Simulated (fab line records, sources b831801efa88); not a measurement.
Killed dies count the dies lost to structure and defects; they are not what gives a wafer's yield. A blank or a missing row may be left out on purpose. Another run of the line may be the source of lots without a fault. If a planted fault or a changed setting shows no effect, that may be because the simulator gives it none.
Chamber matching ; flow sky130 ; 4 sister chambers for SKY_VIA3_CMP_02 on cmp-02
The step polishes SiO2. 24 wafers are shown with their chamber, then 12 later ones without.

## WAFERS, EACH WITH ITS CHAMBER
wafer;chamber;motor-current-A (A);platen-rpm (rpm);head-pressure-psi (psi)
L076.1;1;12.7;60.01;4.004
L076.5;3;11.9;59.93;3.986
L076.6;0;11.1;60.13;3.997
L079.3;2;11.0;59.99;4.008
L079.4;3;11.6;59.97;3.996
L079.5;0;10.4;60.03;3.996
L080.3;3;11.7;59.98;4.008
L080.5;3;11.7;60.01;4.003
L080.6;0;11.0;59.94;4.002
L084.3;1;13.0;59.96;4.018
L084.4;2;10.9;59.94;3.997
L084.6;0;10.9;60.00;3.997
L085.1;2;11.7;59.94;3.994
L085.2;1;12.6;59.96;3.998
L085.3;3;11.9;59.90;3.987
L087.3;0;10.9;60.03;4.014
L087.4;3;12.1;60.00;4.007
L087.6;0;10.9;60.00;4.009
L089.2;2;11.3;59.99;3.986
L089.3;1;13.8;60.11;4.013
L089.5;1;12.9;60.09;3.995
L092.3;3;11.9;60.02;4.007
L092.4;0;11.1;59.98;4.001
L092.6;2;11.7;59.95;4.006

SIGNATURES, as means of the wafers listed above
reading;chamber 0;chamber 1;chamber 2;chamber 3;scatter within a chamber
motor-current-A;10.900;13.000;11.320;11.829;0.315
platen-rpm;60.0157;60.0260;59.9620;59.9729;0.0526
head-pressure-psi;4.00229;4.00560;3.99820;3.99914;0.00875
Rule: for each reading, subtract the chamber's mean from the wafer's reading, divide by that reading's scatter and square the result; add these up over the readings and take the root, which gives the wafer's distance from the chamber. The wafer belongs to the nearest chamber; if the next one is less than 2 further off, it can't be placed. The scatter is the square root of a quotient: the sum, over the shown wafers, of each reading's squared deviation from its chamber's mean, divided by wafers minus chambers.

## WAFERS WHOSE CHAMBER IS MISSING
wafer;motor-current-A (A);platen-rpm (rpm);head-pressure-psi (psi)
L093.1;12.7;60.04;3.997
L093.2;11.0;59.97;4.009
L093.3;12.1;59.96;3.994
L094.1;12.2;60.00;3.996
L094.2;12.0;59.94;4.012
L094.3;10.5;59.91;3.990
L095.1;11.4;59.97;4.005
L095.3;11.9;60.00;4.000
L095.6;12.8;59.99;3.988
L097.1;11.2;59.95;4.016
L097.2;12.4;60.01;4.005
L097.4;12.6;60.01;4.005

## CHAMBER TAKEN BY EACH
wafer;from the rows above;in truth
L093.1;can't be placed: 1 or 3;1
L093.2;can't be placed: 0 or 2 or 3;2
L093.3;can't be placed: 3 or 2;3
L094.1;can't be placed: 3 or 1 or 2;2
L094.2;can't be placed: 3 or 2 or 1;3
L094.3;can't be placed: 0 or 2 or 3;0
L095.1;can't be placed: 2 or 3 or 0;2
L095.3;can't be placed: 3 or 2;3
L095.6;can't be placed: 1 or 3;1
L097.1;can't be placed: 2 or 0 or 3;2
L097.2;can't be placed: 1 or 3 or 2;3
L097.4;can't be placed: 1 or 3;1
Correct placement for 0 of the 12. Not placeable from these rows: 12 (in 12, the candidates include the true chamber). Number placed wrongly: 0.
